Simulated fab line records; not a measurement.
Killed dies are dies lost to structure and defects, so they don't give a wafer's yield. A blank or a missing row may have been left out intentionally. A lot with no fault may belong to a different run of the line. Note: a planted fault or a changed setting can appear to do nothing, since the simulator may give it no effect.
Which tool did it? / flow gf180mcu / 6 lots with 18 wafers sampled at 3 steps, on a route of 602 steps

## WHAT THE GAUGES SHOWED, per wafer
GF_V3_THK_MEAS_03.
lot=L152; measured=day 22 04:20; on=filmMetro-01; V3_CVD_02_THK (nm)=854 835 852
lot=L161; measured=day 25 03:22; on=filmMetro-01; V3_CVD_02_THK (nm)=1478 1474 1505
lot=L164; measured=day 25 22:47; on=filmMetro-04; V3_CVD_02_THK (nm)=851 854 846
lot=L167; measured=day 27 02:21; on=filmMetro-04; V3_CVD_02_THK (nm)=852 852 840
lot=L172; measured=day 28 04:01; on=filmMetro-04; V3_CVD_02_THK (nm)=828 848 855
lot=L174; measured=day 28 09:13; on=filmMetro-01; V3_CVD_02_THK (nm)=832 840 864

## TOOL THAT RAN EACH LOT (tool first, then ch and the chambers of the sampled wafers, then the start)
lot=L152; GF_M2_SPUTTER_02=pvdSputter-04, day 19 01:00; GF_V3_CVD_02=pecvd-04 ch 0,1,2, day 22 04:16
lot=L161; GF_M2_SPUTTER_02=pvdSputter-03, day 22 02:17; GF_V3_CVD_02=pecvd-04 ch 1,2, day 25 03:18
lot=L164; GF_M2_SPUTTER_02=pvdSputter-02, day 23 01:44; GF_V3_CVD_02=pecvd-01 ch 0,1,2, day 25 22:43
lot=L167; GF_M2_SPUTTER_02=pvdSputter-02, day 24 06:50; GF_V3_CVD_02=pecvd-02 ch 0,1,2, day 27 02:17
lot=L172; GF_M2_SPUTTER_02=pvdSputter-02, day 25 10:14; GF_V3_CVD_02=pecvd-02 ch 0,1, day 28 03:56
lot=L174; GF_M2_SPUTTER_02=pvdSputter-03, day 25 16:11; GF_V3_CVD_02=pecvd-04 ch 0,1,2, day 28 09:09
- GF_M2_SPUTTER_02: material AlCu, target thk 450 nm, time 23.9 s.
- GF_V3_CVD_02: deposits SiO2 from TEOS, target thk 850 nm, time 94.851 s.

## THE ANSWER, worked out from the rows above alone
Rule: the usual values come from the lots themselves. Put in order of their means at a reading, lots are off if they are a third of the lots or fewer, leave a main group of 4 or more, and stand apart from it by a gap of 3 or more times the standard deviation of the main group's means; of several such gaps the widest counts. If all means in a main group match to the digits the tables above print for the reading, that group is not used. A lot without any number at a reading at which 4 lots or more have one is off too. Where the step has rows for the other lots, those lots are counted as sound.
Off: L161, at GF_V3_THK_MEAS_03 (V3_CVD_02_THK). Mean 847 nm and standard deviation 2.3 in the main group.
If a tool, at a process step before that reading, ran all the lots that are off and no sound lot after the first of them, it fits. Those tools and the gauges at GF_V3_THK_MEAS_03 are tried in the same way. Not one of the candidates tried fits.

## WHAT THE SIMULATOR HAD INSERTED
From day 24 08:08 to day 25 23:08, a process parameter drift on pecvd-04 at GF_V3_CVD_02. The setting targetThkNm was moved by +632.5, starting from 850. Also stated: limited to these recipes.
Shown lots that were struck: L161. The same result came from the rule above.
